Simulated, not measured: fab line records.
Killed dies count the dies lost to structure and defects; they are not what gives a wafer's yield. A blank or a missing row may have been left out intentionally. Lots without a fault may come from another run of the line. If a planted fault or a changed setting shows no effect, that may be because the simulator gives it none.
A struck lot beside a sound one || flow gf180mcu || 16 out of 602 route steps
Sound: the wafers L306.4, L306.5, L306.6. Struck: wafers L313.3, L313.5 (left out: L313.4, a lot-mate that was not struck); the cause follows at the end.
Each step with rows lists, per side, the tool, then ch with its chambers, then its first start. Under that, the readings that differ: sound wafers || struck wafers || difference of the means || sigmas: that difference in standard deviations of wafers without a fault.
alike: a reading whose means differ by less than 2 such deviations, as well as words and numbers matching on both sides. not compared: withheld readings; readings where some wafer has no value; bounds like >300 that might hide an equal value; numbers whose values overlap and for which the record gives no deviation.
A row with sigmas, a row that says differs or no value, or rows on one side alone: a step with any of these is where the two part. Non-overlapping numbers with no deviation appear without sigmas and do not part them. A reading that every wafer of one side lacks parts them only if that side has two wafers or more.

GF_M1_SPUTTER_04: material TiN, target thk 50 nm, time 41.7 s.
  sound: pvd-sputter-02 at day 18 18:35; struck: pvd-sputter-02 at day 21 07:34
  alike: throttle-valve-pct
GF_M1_RS_MEAS_05: the measuring method here is four-point-probe.
  sound: film-metro-03 at day 18 18:41; struck: film-metro-02 at day 21 07:39
  alike: M1_ALCU_RS
GF_M1_THK_MEAS_06: measures by xrf.
  sound: film-metro-03 at day 18 18:47; struck: film-metro-02 at day 21 07:45
  alike: M1_ALCU_THK
then, 7 steps without rows for these wafers: GF_M1_DEHYDRATE_07 (time 60 s); GF_M1_HMDS_08 (prime time 60 s); GF_M1_COAT_09 (resist thk 1000 nm); GF_M1_SOFTBAKE_10 (time 60 s); GF_M1_EXPOSE_11 (exposes mask Metal1, target cd 230 nm); GF_M1_PEB_12 (peb time 90 s); GF_M1_DEVELOP_13 (develop time 60 s).
GF_M1_CD_MEAS_14: target cd 230 nm.
  sound: cd-sem-01 at day 19 19:02; struck: cd-sem-02 at day 22 08:07
  alike: cd-nm
GF_M1_OVL_MEAS_15:
  sound: overlay-01 at day 19 19:07; struck: overlay-01 at day 22 08:12
  alike: M1_OVL
GF_M1_METAL_ETCH_16: etches the open film in Cl2/BCl3, stops on SiO2, target depth 627.5 nm, time 104.6 s.
  sound on rie-metal-04 ch 0,1, day 19 19:10; struck on rie-metal-02 ch 0, day 22 08:16
{"reading": "drypump-motor-current-A (A)", "sound": "5.1 5.1 5.0", "struck": "6.1 6.1", "difference": "+1.0", "sigmas": "+2"}
{"reading": "oes-product-au (a.u.)", "sound": "0.959 0.972 0.962", "struck": "0.838 0.847", "difference": -0.122, "sigmas": -18}
{"reading": "run-length-s (s)", "sound": "132.3 132.0 133.1", "struck": "161.0 161.0", "difference": "+28.5", "sigmas": "+30"}
{"reading": "throttle-valve-pct (%)", "sound": "28.275 28.230 28.275", "struck": "28.409 28.385", "difference": "+0.137", "sigmas": "+12"}
{"reading": "model.KrF_of_M1_COAT_09.thk-nm (nm)", "sound": "741 740.5 745.8", "struck": "666.3 665.7", "difference": -76.4, "sigmas": ""}
  alike: bcl3-flow-sccm
  not compared: rf-hours-counter-h
GF_M1_STRIP_17: strips in O2/N2.
  sound on plasma-asher-02 ch 0,1, day 19 19:16; struck on plasma-asher-02 ch 0,1, day 22 08:22
{"reading": "oes-product-au (a.u.)", "sound": "0.567 0.555 0.565", "struck": "0.531 0.530", "difference": -0.032, "sigmas": -6}
{"reading": "strip-time-to-endpoint-s (s)", "sound": "7.92 7.93 7.99", "struck": "7.21 7.20", "difference": -0.74, "sigmas": -16}
  alike: drypump-motor-current-A, heater-power-w, o2-flow-sccm, platen-temp-c
  not compared: rf-hours-counter-h
then, 1 step without rows for these wafers: GF_M1_STRIP_18 (strips in post etch residue remover, time 1200 s).
GF_PASSIVATION_PROBE_99:
  the record holds rows for the sound wafers here (prober-02, day 31 03:46) but none for the struck ones

== WHERE THEY PART ==
Earliest at GF_M1_METAL_ETCH_16; latest, in this record, at GF_PASSIVATION_PROBE_99.

WHY: whatever the simulator had introduced
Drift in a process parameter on rie-metal-02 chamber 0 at GF_M1_METAL_ETCH_16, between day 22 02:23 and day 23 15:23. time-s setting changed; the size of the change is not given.
